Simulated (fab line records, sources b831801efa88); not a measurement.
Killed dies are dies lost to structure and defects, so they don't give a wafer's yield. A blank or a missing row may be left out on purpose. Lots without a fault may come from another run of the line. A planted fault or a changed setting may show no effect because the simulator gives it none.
fab line records | flow sky130
record lots=12 wafers=35 last_day=50
route steps=708 shown POLY_CUT@318 VIA4@659 METAL5@677 PASSIVATION@693 PAD_OPEN@708
lots that met no fault: from a run of the same line without faults
start_h: hours from the record's first day to the start of the lot's first wafer shown | wait_h: hours since the lot's step before | " the same as in the row above | L1.1+2: a row that stands for several wafers | - no value, or no start given | * or withheld: withheld | < > ~ a bound
route shown NAME@n: a module of which the file shows steps, and the number in the route of the first | usual: mean/standard deviation of fault-free wafers | same: alike in all rows | chamber/n: place in a boat | sites: the reading at each site | _std_site: their standard deviation | _edge_site: outer sites' mean less inner sites' | radius_mm: how far each site lies from the wafer's centre | mask NAME#n: copy n | behind: the tool/chamber that last shaped the wafer | hold: why the lot was held/for how many hours/how that ended | device: the transistor (n, p or np) that didn't switch | end of line: the same wafers' tests at the end of the route | a step without rows: its recipe alone | killed: dies lost to structure and defects at the first sort, not the wafer's yield | map: a wafer's dies, x killed, . not, _ none there
set.NAME: the setting as run; set.NAME@STEP: as run at that earlier step | model.NAME: the simulator's own value behind a step, which no gauge read
steps of the route over a sample of lots; a table a step, a row a wafer
services: from which hour (start_h, from the record's first day; less than 0 if before it) a tool's chamber was out of use, for how many hours, and why
## steps
# step SKY_POLY_CUT_ETCH_11
# recipe target=Si3N4 chemistry=CF4/CH2F2/Ar stop_on=poly-Si source_w=600 bias_w=150 pressure_mtorr=40 cf4_flow_sccm=40 ch2f2_flow_sccm=20 Ar_flow_sccm=150 time_s=42.5 target_depth_a=600
# usual ch2f2_flow_sccm=20.00/0.066 drypump_motor_current_A=5.6/0.41 oes_product_au=0.829/0.0064 throttle_valve_pct=14.996/0.0093
# columns lot.wafer tool chamber start_h wait_h ch2f2_flow_sccm drypump_motor_current_A oes_product_au rf_hours_counter_h throttle_valve_pct
L765.2 rie_diel-04 1 563.95 0.0 20.01 5.1 0.830 8 14.988
L765.5 " 0 " " 19.95 5.6 0.834 - 15.002
L765.6 " 1 " " 20.02 5.2 0.835 - 14.998
L766.2 rie_diel-01 3 565.00 0.0 19.91 5.5 0.821 3 14.997
L766.4 " 0 " " 20.01 5.6 0.824 6 14.987
L766.5 " 1 " " 19.93 4.9 0.820 - 14.996
L770.1 rie_diel-01 2 616.70 0.0 20.08 5.6 0.832 9 14.991
L770.5 " 1 " " 20.03 4.9 0.821 - 14.973
L770.6 " 2 " " 20.05 5.5 0.824 - 15.012
L769.3 rie_diel-01 3 619.10 0.0 20.02 5.5 0.834 4 15.012
L769.4 " 1 " " 19.97 5.0 0.831 - 14.972
L769.5 " 2 " " 20.11 5.5 0.827 - 14.981
L768.1 rie_diel-01 1 624.35 0.0 20.04 4.9 0.821 11 14.996
L768.5 " 3 " " 20.00 5.5 0.814 - 14.987
L768.6 " 2 " " 20.00 5.6 0.818 - 15.000
L771.2 rie_diel-04 3 627.19 0.0 20.02 5.2 0.825 1 15.009
L771.3 " 0 " " 19.95 5.6 0.828 2 14.985
L771.5 " 3 " " 20.06 5.2 0.833 - 15.000
L773.1 rie_diel-01 1 632.05 0.0 19.95 5.0 0.835 11 14.997
L773.5 " 3 " " 20.07 5.5 0.825 - 14.992
L773.6 " 2 " " 20.14 5.6 0.828 - 14.996
L772.1 rie_diel-01 1 634.65 0.0 20.03 4.9 0.818 11 14.987
L772.2 " 2 " " 20.08 5.6 0.812 10 14.994
L772.5 " 2 " " 20.02 5.6 0.824 - 14.983
L775.1 rie_diel-01 1 654.77 0.0 19.95 4.9 0.825 12 14.991
L775.2 " 2 " " 19.98 5.6 0.829 10 14.997
L778.1 rie_diel-02 3 672.74 0.0 19.99 6.1 0.833 13 14.986
L778.2 " 1 " " 19.99 6.5 0.829 7 15.001
L778.3 " 2 " " 19.97 6.0 0.828 13 14.988
L785.2 rie_diel-01 3 745.72 0.0 19.98 5.5 0.840 8 15.017
L785.4 " 2 " " 20.06 5.6 0.835 13 14.994
L785.5 " 2 " " 19.89 5.6 0.833 - 15.009
L787.3 rie_diel-04 0 747.49 0.0 19.88 5.5 0.835 5 14.996
L787.5 " 1 " " 20.10 5.2 0.827 - 14.991
L787.6 " 2 " " 19.91 6.1 0.836 - 14.997
# step SKY_VIA4_THK_MEAS_20
# recipe thk_meas_gauge=xrf reads=W_of_VIA4_CVD_18
# usual VIA4_W_THK=517/9.3
# columns lot.wafer tool chamber start_h wait_h VIA4_W_THK[nm]
L765.2 film_metro-02 - 1006.81 0.1 512
L765.5 " - " " 517
L765.6 " - " " 515
L766.2 film_metro-02 - 1010.64 0.1 522
L766.4 " - " " 516
L766.5 " - " " 514
L770.1 film_metro-02 - 1049.06 0.1 521
L770.5 " - " " 535
L770.6 " - " " 515
L769.3 film_metro-02 - 1053.38 0.1 537
L769.4 " - " " 518
L769.5 " - " " 527
L768.1 film_metro-03 - 1053.66 0.1 519
L768.5 " - " " 511
L768.6 " - " " 524
L771.2 film_metro-03 - 1057.82 0.1 498
L771.3 " - " " 504
L771.5 " - " " 500
L773.1 film_metro-01 - 1062.14 0.1 494
L773.5 " - " " 517
L773.6 " - " " 502
L772.1 film_metro-03 - 1064.61 0.1 512
L772.2 " - " " 503
L772.5 " - " " 517
L778.1 film_metro-01 - 1091.77 0.1 507
L778.2 " - " " 512
L778.3 " - " " 513
L785.2 film_metro-02 - 1141.81 0.1 521
L785.4 " - " " 536
L785.5 " - " " 524
L787.3 film_metro-01 - 1144.62 0.1 510
L787.5 " - " " 515
L787.6 " - " " 503
# step SKY_METAL5_STRIP_16
# recipe chemistry=O2/N2 power_w=1400 pressure_mtorr=1500 platen_temp_c=withheld o2_flow_sccm=3000 n2_flow_sccm=300 overash_fraction=0.5
# usual drypump_motor_current_A=5.7/0.52 oes_product_au=0.710/0.0047 strip_time_to_endpoint_s=13.10/0.13
# columns lot.wafer tool chamber start_h wait_h drypump_motor_current_A oes_product_au rf_hours_counter_h strip_time_to_endpoint_s
L765.2 plasma_asher-01 1 1030.21 0.2 6.3 0.708 123 13.21
L765.5 " 0 " " 6.2 0.709 - 13.28
L765.6 " 1 " " 6.3 0.710 - 13.14
L766.2 plasma_asher-02 1 1033.46 0.2 5.7 0.706 62 13.03
L766.4 " 1 " " 5.7 0.710 - 12.96
L766.5 " 1 " " 5.7 0.710 - 12.88
L770.1 plasma_asher-01 1 1071.58 0.2 6.3 0.711 1 13.14
L770.5 " 0 " " 6.2 0.714 - 12.81
L770.6 " 1 " " 6.3 0.706 - 13.21
L769.3 plasma_asher-04 1 1075.36 0.1 5.6 0.723 - 12.81
L769.4 " 0 " " 5.5 0.704 - 13.06
L769.5 " 0 " " 5.4 0.708 - 12.80
L768.1 plasma_asher-02 0 1075.67 0.2 4.9 0.710 66 13.26
L768.5 " 0 " " 4.9 0.709 - 13.09
L768.6 " 1 " " 5.7 0.708 - 13.24
L771.2 plasma_asher-02 0 1079.41 0.2 4.8 0.716 67 12.92
L771.3 " 0 " " 4.8 0.706 - 13.00
L771.5 " 0 " " 4.9 0.705 - 12.89
L773.1 plasma_asher-04 0 1083.18 0.2 5.4 0.706 33 13.17
L773.5 " 1 " " 5.6 0.699 - 13.20
L773.6 " 0 " " 5.4 0.711 - 13.15
L772.1 plasma_asher-02 0 1086.36 0.2 4.9 0.711 67 13.21
L772.2 " 1 " " 5.7 0.719 67 13.23
L772.5 " 1 " " 5.7 0.708 - 13.29
L778.1 plasma_asher-01 1 1113.32 0.2 6.3 0.703 5 13.16
L778.2 " 0 " " 6.1 0.718 5 13.01
L778.3 " 1 " " 6.3 0.710 - 13.02
L785.2 plasma_asher-01 0 1160.13 0.2 6.2 0.711 10 13.02
L785.4 " 1 " " 6.4 0.713 - 13.01
L785.5 " 1 " " 6.4 0.708 - 12.96
L787.3 plasma_asher-02 0 1163.82 0.3 4.9 0.701 - 13.08
L787.5 " 1 " " 5.7 0.710 - 13.07
L787.6 " 0 " " 4.9 0.709 - 13.17
# step SKY_PASSIVATION_STRIP_12
# recipe chemistry=O2/N2 power_w=1400 pressure_mtorr=1500 platen_temp_c=withheld overash_fraction=0.7 o2_flow_sccm=3000 n2_flow_sccm=300
# usual drypump_motor_current_A=5.9/0.33 oes_product_au=0.661/0.0041 strip_time_to_endpoint_s=31.55/0.14
# columns lot.wafer tool chamber start_h wait_h drypump_motor_current_A oes_product_au rf_hours_counter_h strip_time_to_endpoint_s
L765.2 plasma_asher-03 0 1052.26 0.1 6.0 0.665 89 31.52
L765.5 " 1 " " 5.7 0.659 - 31.59
L765.6 " 0 " " 6.0 0.660 - 31.38
L766.2 plasma_asher-04 1 1056.23 0.1 5.6 0.651 31 31.46
L766.4 " 1 " " 5.6 0.658 - 31.58
L766.5 " 0 " " 5.4 0.657 - 31.38
L770.1 plasma_asher-04 1 1092.48 0.1 5.6 0.665 34 31.55
L770.5 " 0 " " 5.4 0.659 - 31.58
L770.6 " 1 " " 5.6 0.662 - 31.53
L769.3 plasma_asher-04 0 1096.47 0.1 5.4 0.655 - 31.67
L769.4 " 1 " " 5.6 0.659 - 31.70
L769.5 " 0 " " 5.4 0.659 - 31.54
L768.1 plasma_asher-03 1 1096.71 0.1 5.7 0.665 93 31.60
L768.5 " 0 " " 6.0 0.659 - 31.48
L768.6 " 1 " " 5.7 0.671 - 31.49
L771.2 plasma_asher-01 1 1100.81 0.1 6.4 0.661 3 31.42
L771.3 " 0 " " 6.2 0.656 - 31.42
L771.5 " 0 " " 6.2 0.666 - 31.35
L773.1 plasma_asher-01 0 1104.01 0.1 6.2 0.658 4 31.30
L773.5 " 1 " " 6.4 0.654 - 31.47
L773.6 " 0 " " 6.2 0.668 - 31.48
L772.1 plasma_asher-01 0 1107.66 0.1 6.2 0.661 4 31.51
L772.2 " 1 " " 6.4 0.660 4 31.77
L772.5 " 1 " " 6.3 0.660 - 31.51
L778.1 plasma_asher-03 0 1134.44 0.1 6.0 0.660 97 31.52
L778.2 " 1 " " 5.7 0.664 97 31.40
L778.3 " 0 " " 6.0 0.664 - 31.58
L785.2 plasma_asher-03 1 1177.11 0.1 5.7 0.656 102 31.78
L785.4 " 1 " " 5.7 0.661 - 31.76
L785.5 " 1 " " 5.7 0.662 - 31.79
L787.3 plasma_asher-01 0 1180.90 0.1 6.2 0.664 - 31.71
L787.5 " 0 " " 6.2 0.670 - 31.77
L787.6 " 1 " " 6.3 0.661 - 31.51
# step SKY_PAD_OPEN_PROBE_99
# usual killed_at_M0_to_M3=42/7.4 killed_at_M4_up=3.3/2.1 killed_at_contacts=24/5.3 killed_at_front_end=15/4.5 killed_at_other=0.3/0.57 killed_dies=84/10 killed_on_rim=17/3.8 killed_open=46/7.5 killed_short=38/6.4
# same gross_dies=492 killed_at_back_side=0
# columns lot.wafer tool chamber start_h wait_h killed_at_M0_to_M3 killed_at_M4_up killed_at_contacts killed_at_front_end killed_at_other killed_dies killed_on_rim killed_open killed_short
L766.2 prober-02 - 1080.25 0.1 38 2 24 17 0 81 12 42 39
L766.4 prober-02 - 1080.35 0.2 45 4 16 15 0 80 18 38 42
L766.5 prober-02 - 1080.40 0.2 43 2 35 15 0 95 20 52 43
L769.3 prober-01 - 1119.04 0.2 38 4 30 13 0 85 21 42 43
L769.4 prober-01 - 1119.09 0.2 50 7 22 12 0 91 17 43 48
L769.5 prober-01 - 1119.14 0.2 46 3 19 20 0 88 15 41 47
L771.2 prober-01 - 1123.70 0.1 50 5 28 17 0 100 18 55 45
L771.3 prober-01 - 1123.75 0.2 40 4 26 15 0 85 15 51 34
L771.5 prober-01 - 1123.85 0.2 57 3 19 16 0 95 19 51 44
L773.1 prober-02 - 1126.90 0.1 50 4 18 19 0 91 19 46 45
L773.5 prober-02 - 1127.10 0.2 46 0 18 19 0 83 14 53 30
L773.6 prober-02 - 1127.15 0.2 37 3 22 24 0 86 21 55 31
L772.1 prober-01 - 1129.93 0.1 45 6 38 19 0 108 22 53 55
L772.2 prober-01 - 1129.98 0.1 40 9 20 12 0 81 16 41 40
L772.5 prober-01 - 1130.13 0.2 39 2 23 11 0 75 18 44 31
L775.1 prober-01 - 1142.41 0.1 49 4 33 284 0 370 90 50 50
L775.2 prober-01 - 1142.46 0.1 41 8 36 338 0 423 94 65 42
L787.3 prober-02 - 1199.15 0.2 23 6 19 16 0 64 14 35 29
L787.5 prober-02 - 1199.25 0.2 45 6 23 15 0 89 21 44 45
L787.6 prober-02 - 1199.30 0.2 59 1 33 19 0 112 21 71 41
# killed by level:class
L766.2 VIA1:geometric_particle:open=12 METAL1:geometric_particle:short=8 CONTACT:geometric_particle:short=7 VIA2:geometric_particle:open=6 POLY_GATE:geometric_particle:open=5 LI_CONTACT:geometric_particle:open=5 LOCAL_INTERCONNECT:geometric_particle:short=5 CONTACT:geometric_particle:open=5
L766.4 VIA1:geometric_particle:open=13 METAL3:geometric_particle:short=6 VIA3:geometric_particle:open=6 CONTACT:geometric_particle:open=5 METAL1:geometric_particle:short=5 POLY_GATE:geometric_particle:short=4 LI_CONTACT:geometric_particle:open=4 VIA2:geometric_particle:open=4
L766.5 CONTACT:geometric_particle:open=11 VIA2:geometric_particle:open=9 LI_CONTACT:geometric_particle:open=8 CONTACT:geometric_particle:short=6 VIA1:geometric_particle:open=6 FIELD_ISO:geometric_particle:open=5 LI_CONTACT:geometric_particle:short=5 VIA3:geometric_particle:open=5
L769.3 CONTACT:geometric_particle:open=13 METAL2:geometric_particle:short=8 LI_CONTACT:geometric_particle:open=7 VIA1:geometric_particle:short=6 VIA1:geometric_particle:open=5 CONTACT:geometric_particle:short=5 VIA3:geometric_particle:open=5 METAL1:geometric_particle:short=4
L769.4 VIA1:geometric_particle:open=11 METAL2:geometric_particle:short=9 VIA2:geometric_particle:open=8 VIA3:geometric_particle:open=6 METAL4:geometric_particle:short=6 LI_CONTACT:geometric_particle:short=5 LI_CONTACT:geometric_particle:open=5 METAL1:geometric_particle:short=5
L769.5 METAL2:geometric_particle:short=10 METAL1:geometric_particle:short=9 LI_CONTACT:geometric_particle:open=7 VIA2:geometric_particle:open=7 VIA3:geometric_particle:open=5 FIELD_ISO:geometric_particle:short=4 SPACER:geometric_particle:open=4 CONTACT:geometric_particle:open=4
L771.2 VIA1:geometric_particle:open=16 METAL2:geometric_particle:short=10 CONTACT:geometric_particle:open=10 LI_CONTACT:geometric_particle:open=9 METAL1:geometric_particle:short=5 METAL4:geometric_particle:short=5 POLY_GATE:geometric_particle:open=4 POLY_GATE:geometric_particle:short=4
L771.3 VIA2:geometric_particle:open=9 CONTACT:geometric_particle:open=8 LI_CONTACT:geometric_particle:open=6 VIA3:geometric_particle:open=6 METAL1:geometric_particle:short=6 FIELD_ISO:geometric_particle:open=5 CONTACT:geometric_particle:short=4 LOCAL_INTERCONNECT:geometric_particle:short=4
L771.5 VIA1:geometric_particle:open=14 VIA2:geometric_particle:open=12 CONTACT:geometric_particle:open=7 VIA3:geometric_particle:open=6 FIELD_ISO:geometric_particle:open=5 LOCAL_INTERCONNECT:geometric_particle:short=5 METAL3:geometric_particle:short=5 VIA1:geometric_particle:short=4
L773.1 VIA1:geometric_particle:open=12 METAL2:geometric_particle:short=8 VIA3:geometric_particle:open=8 VIA2:geometric_particle:open=7 FIELD_ISO:geometric_particle:short=6 LI_CONTACT:geometric_particle:open=6 VIA3:geometric_particle:short=5 FIELD_ISO:geometric_particle:open=4
L773.5 VIA1:geometric_particle:open=10 LI_CONTACT:geometric_particle:open=9 VIA3:geometric_particle:open=9 VIA2:geometric_particle:open=7 FIELD_ISO:geometric_particle:open=5 FIELD_ISO:geometric_particle:short=4 POLY_GATE:geometric_particle:open=4 VIA1:geometric_particle:short=4
L773.6 VIA2:geometric_particle:open=10 LI_CONTACT:geometric_particle:open=9 VIA1:geometric_particle:open=8 FIELD_ISO:geometric_particle:open=6 SPACER:geometric_particle:open=5 CONTACT:geometric_particle:open=5 FIELD_ISO:geometric_particle:short=4 POLY_GATE:geometric_particle:open=4
L772.1 CONTACT:geometric_particle:open=17 VIA1:geometric_particle:open=11 METAL1:geometric_particle:short=10 CONTACT:geometric_particle:short=7 FIELD_ISO:geometric_particle:short=6 LOCAL_INTERCONNECT:geometric_particle:short=6 LI_CONTACT:geometric_particle:open=5 POLY_GATE:geometric_particle:short=4
L772.2 VIA1:geometric_particle:open=9 CONTACT:geometric_particle:open=9 METAL4:geometric_particle:short=6 VIA3:geometric_particle:open=6 FIELD_ISO:geometric_particle:short=5 METAL2:geometric_particle:short=5 VIA1:geometric_particle:short=5 LI_CONTACT:geometric_particle:open=4
L772.5 VIA1:geometric_particle:open=11 CONTACT:geometric_particle:open=9 VIA3:geometric_particle:open=8 LI_CONTACT:geometric_particle:open=6 CONTACT:geometric_particle:short=4 VIA2:geometric_particle:open=4 VIA1:geometric_particle:short=4 METAL3:geometric_particle:short=4
L775.1 POLY_CUT:area_etch=270 LI_CONTACT:geometric_particle:open=11 CONTACT:geometric_particle:open=8 VIA1:geometric_particle:open=8 VIA2:geometric_particle:short=7 METAL1:geometric_particle:short=6 METAL2:geometric_particle:short=6 VIA2:geometric_particle:open=6
L775.2 POLY_CUT:area_etch=316 CONTACT:geometric_particle:open=14 LI_CONTACT:geometric_particle:open=13 VIA1:geometric_particle:open=10 VIA3:geometric_particle:open=8 FIELD_ISO:geometric_particle:short=6 METAL3:geometric_particle:short=6 METAL4:geometric_particle:short=6
L787.3 VIA2:geometric_particle:open=8 CONTACT:geometric_particle:open=7 POLY_GATE:geometric_particle:short=5 LI_CONTACT:geometric_particle:open=5 FIELD_ISO:geometric_particle:open=4 CONTACT:geometric_particle:short=4 VIA1:geometric_particle:open=4 METAL4:geometric_particle:short=4
L787.5 CONTACT:geometric_particle:open=9 METAL1:geometric_particle:short=7 VIA1:geometric_particle:short=7 POLY_GATE:geometric_particle:short=6 LI_CONTACT:geometric_particle:open=6 VIA1:geometric_particle:open=6 VIA2:geometric_particle:open=6 FIELD_ISO:geometric_particle:short=5
L787.6 CONTACT:geometric_particle:open=14 VIA2:geometric_particle:open=13 LI_CONTACT:geometric_particle:open=10 VIA1:geometric_particle:open=10 VIA3:geometric_particle:open=10 VIA1:geometric_particle:short=6 POLY_GATE:geometric_particle:short=5 SONOS_ONO:geometric_particle:short=4
## services
# columns tool chamber start_h hours kind
rie_diel-01 0 607.92 13.9 repair
rie_diel-01 3 608.68 4.2 repair
rie_diel-01 0 622.67 9.8 repair
rie_diel-01 3 634.01 9.6 repair
plasma_asher-01 - 637.24 0.8 repair
rie_diel-01 0 675.83 2.0 repair
plasma_asher-02 - 698.96 1.4 repair
plasma_asher-04 - 727.57 0.4 repair
plasma_asher-04 - 733.75 9.0 pm
plasma_asher-01 - 818.64 16.4 pm
rie_diel-01 3 868.54 1.3 repair
rie_diel-01 - 901.37 0.5 repair
rie_diel-01 0 901.42 11.7 repair
rie_diel-01 0 945.56 3.9 repair
plasma_asher-01 - 957.25 1.2 repair
plasma_asher-01 - 968.18 7.1 repair
rie_diel-01 0 1018.28 12.3 repair
plasma_asher-01 - 1055.35 9.0 pm
rie_diel-01 0 1056.91 7.2 repair
rie_diel-01 - 1059.97 2.8 pm
rie_diel-01 2 1075.00 7.4 repair
rie_diel-01 2 1104.89 6.5 repair
rie_diel-01 - 1142.39 0.7 repair
rie_diel-01 1 1167.44 7.4 repair
## key
first_sign step=SKY_PAD_OPEN_PROBE_99 reading=killed_at_front_end direction=up sigmas=67 usual=15 struck=311
effect step=SKY_PAD_OPEN_PROBE_99 reading=killed_dies direction=up sigmas=31 usual=84 struck=396
more_kills_born_at SKY_POLY_CUT_ETCH_11@rie_diel-01=586
met_at SKY_POLY_CUT_ETCH_11
struck_lots L775
later_rows_left_out L775.1,L775.2
tester_left_out L775
not_acting_at SKY_VIA4_THK_MEAS_20,SKY_METAL5_STRIP_16,SKY_PASSIVATION_STRIP_12
onset_between 634.65 654.77
fault kind=process_parameter_drift tool=rie_diel-01 chamber=- onset_h=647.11 steps=SKY_POLY_CUT_ETCH_11 channel=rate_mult offset=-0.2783 shape=step end_h=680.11
# tester_left_out: of these lots the tester's yield and bins aren't shown, on N5 and GAA mostly nor the transistor test; their killed dies are dies lost to structure and defects alone, not to doping, threshold or leakage, so they don't give the yield
# later_rows_left_out: the simulator's readings of these wafers behind a module that went badly wrong aren't trusted and aren't shown, but for the sort
